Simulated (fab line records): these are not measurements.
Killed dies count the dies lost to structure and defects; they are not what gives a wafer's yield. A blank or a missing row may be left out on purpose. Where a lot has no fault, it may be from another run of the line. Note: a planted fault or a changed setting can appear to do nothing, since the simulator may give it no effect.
Problem report in the 8D (eight disciplines) form, filled by code ; flow sky130 ; the parts of the form that need people (team, actions taken, sign-off) are left out

1. WHAT IS WRONG
Wafers without a fault read 15.000, standard deviation 0.0047; beam energy keV at SKY_LDD_LDN_IMPLANT_09 reads a mean of 17.995 on 6 wafers belonging to 2 lots. So: +99 or more standard deviations from the usual mean.
Earliest sighting: wafer L386.3 on implanter-01 at day 29 07:57. The record holds 42 wafers of 14 lots with a number at this step. Rule for "out" (also "out of limits"): further than 4 standard deviations from the usual mean. Any other wafer with a number is counted as sound.

2. WHAT IT IS, WHAT IT ISN'T
question;is;is not
which readings at this step;beam energy keV;-
which lots;L386, L388;L370, L371, L373, L374, L375, L376, L377, L378, L381, L382, L383, L389
which wafers of those lots;all that have a number;-
read on which tools;implanter-01;implanter-02, implanter-03
when;from day 29 07:57;"up to then (33 sound wafers); but 3 sound wafers of L389 came after"

3. SUSPECTS, AND WHAT RULES EACH OUT
Counting: a tool at a process step up to the reading stays a suspect if it ran every lot that is out and no sound lot after the first of them.
- implanter-01 at SKY_LDD_LDN_IMPLANT_09: kept. Every lot that is out went through it, starting with L386 (day 29 07:57), and after that it ran no sound lot; the last sound lot it ran before then is L381 (day 27 16:54). Its own beam energy keV readings are out on those wafers.
After counting, what remains is implanter-01 at SKY_LDD_LDN_IMPLANT_09.

4. THE CAUSE (what the simulator had put in)
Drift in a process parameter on implanter-01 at SKY_LDD_LDN_IMPLANT_09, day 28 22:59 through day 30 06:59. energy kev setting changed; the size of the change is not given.
The count eliminated every tool but this one.

5. THE CHAIN OF EFFECTS, in route order
Rows list readings where the struck wafers' mean (over those with a number) sits beyond 3 standard deviations from the usual. Only readings for which the record gives a usual standard deviation are gone through. hours: the time from each lot's start at the first step in this table that gives one to its start at this step, as a median over the lots. sigmas: the change in usual standard deviations.
hours;step;reading;usual;on struck wafers;change;sigmas
0;SKY_LDD_LDN_IMPLANT_09;beam energy keV;15.000;17.995;+2.995;+99 or more
Process steps it contains:
- SKY_LDD_LDN_IMPLANT_09
At these later measuring or inspecting steps, every struck wafer for which the step has a row has a number for every such reading, and none has moved that far: SKY_POLY_CUT_OVL_MEAS_09.

6. HOW IT WOULD HAVE BEEN CAUGHT EARLIER
9 hours passed between the start of the fault at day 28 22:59 and the first reading out of limits in this record, taken at day 29 07:57.
